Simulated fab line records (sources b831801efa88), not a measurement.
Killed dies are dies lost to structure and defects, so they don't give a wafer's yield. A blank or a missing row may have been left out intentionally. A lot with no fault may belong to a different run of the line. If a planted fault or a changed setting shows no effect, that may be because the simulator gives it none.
Lot-split experiment -- flow sky130 -- 23 wafers read from 5 lots, route of 708 steps

== SPLIT DETAILS ==
At SKY_CAP2M_SPUTTER_02 (material TiN, target thk 200 nm, time 166.7 s), the setting powerW was moved away from the recipe's 6500 W on 9 of the 23 wafers read, by -10.8% to +3.8%. All remaining wafers had this setting at the recipe value.

== SPLIT TO READING: what lies between them in the file, 1 step ==
- SKY_CAP2M_RS_MEAS_03: measures by four-point-probe

== THE READING ==
CAP2M_TIN_THK, in nm, at SKY_CAP2M_THK_MEAS_04 (measures by xrf). On this fab line, fault-free wafers typically give 199.1 nm with a standard deviation of 2.2 nm.

wafer,"tool, chamber at the split","powerW as run, W",against the recipe,"CAP2M_TIN_THK, nm",against lot-mates on the recipe
L075.1,"pvdSputter-02, -",5797,-10.8%,177.2,-20.9
L075.2,"pvdSputter-02, -",6500,recipe,198.1,-
L075.3,"pvdSputter-02, -",6500,recipe,197.5,-
L075.4,"pvdSputter-02, -",6500,recipe,198.7,-
L075.6,"pvdSputter-02, -",5797,-10.8%,176.4,-21.7
L078.1,"pvdSputter-02, -",6745,+3.8%,205.7,+6.8
L078.2,"pvdSputter-02, -",6500,recipe,199.1,-
L078.3,"pvdSputter-02, -",6500,recipe,199.2,-
L078.4,"pvdSputter-02, -",6745,+3.8%,204.4,+5.5
L078.6,"pvdSputter-02, -",6500,recipe,198.3,-
L079.2,"pvdSputter-04, -",6500,recipe,202.4,-
L079.3,"pvdSputter-04, -",6500,recipe,200.7,-
L079.4,"pvdSputter-04, -",6738,+3.7%,209.1,+7.4
L079.5,"pvdSputter-04, -",6500,recipe,202.1,-
L079.6,"pvdSputter-04, -",6738,+3.7%,208.4,+6.7
L080.1,"pvdSputter-02, -",6500,recipe,199.6,-
L080.5,"pvdSputter-02, -",6500,recipe,197.0,-
L080.6,"pvdSputter-02, -",6500,recipe,197.0,-
L081.1,"pvdSputter-04, -",6126,-5.8%,189.3,-11.1
L081.2,"pvdSputter-04, -",6126,-5.8%,187.9,-12.5
L081.4,"pvdSputter-04, -",6126,-5.8%,189.1,-11.3
L081.5,"pvdSputter-04, -",6500,recipe,199.3,-
L081.6,"pvdSputter-04, -",6500,recipe,201.6,-

THE FIT
A straight line over all 23 wafers: CAP2M_TIN_THK changes by +2.02 nm for each +1% of powerW; r = +0.98; the points scatter about the line by 1.7 nm.
The same after taking each lot's own level away (the mean of its wafers on the recipe; 23 wafers): +1.95 nm for each +1%; r = +0.99; scatter 0.85 nm.
That fit puts the effect of the largest move of powerW on the reading at 21 nm.
Measured against the standard deviation above, the lots' own levels, which go from 197.87 to 201.73 nm, span 1.8 times it.
Consequently the slope shifts little with the lot-to-lot level, the two slopes agreeing.
Check: with one of the wafers moved furthest among these (-10.8%) left out of the fit, the line predicts -21.4 nm for it against its lot-mates. It came out at -20.9 nm against them.

== OTHER SPLITS APPLIED TO THESE WAFERS ==
Before the reading, these wafers also passed through other splits. Each is held against what the fit with the lots' levels taken away leaves over:
other split on the same wafers,wafers away from the commonest value,r with CAP2M_TIN_THK (lot level and that fit taken away)
SKY_CAPM_COAT_07 resistThkNm,10,+0.21
SKY_METAL3_EXPOSE_10 doseMj,11,-0.11
SKY_METAL3_METAL_ETCH_18 timeS,9,+0.03
SKY_VIA3_ETCH_15 timeS,10,-0.14
SKY_VIA3_SPUTTER_20 chamberPressurePa,15,-0.12

== THE WHOLE CHAIN: every reading that the file lists as answering this split, in the file's order ==
step,what it does,reading,change (the file's fit),r (the file's)
SKY_CAP2M_SPUTTER_02,"material TiN, target thk 200 nm, time 166.7 s","TiN_of_CAP2M_SPUTTER_02.thkNm (the simulator's own value, which no gauge read)",+1.95 nm for each +1% of the setting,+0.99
SKY_CAP2M_RS_MEAS_03,measures by four-point-probe,CAP2M_TIN_RS,-0.0734 for each +1% of the setting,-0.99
SKY_CAP2M_THK_MEAS_04,measures by xrf,CAP2M_TIN_THK,+1.95 for each +1% of the setting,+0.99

== THE FILE'S OWN FIT ==
CAP2M_TIN_THK changes by +1.95 nm for each +1% of powerW, r = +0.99.
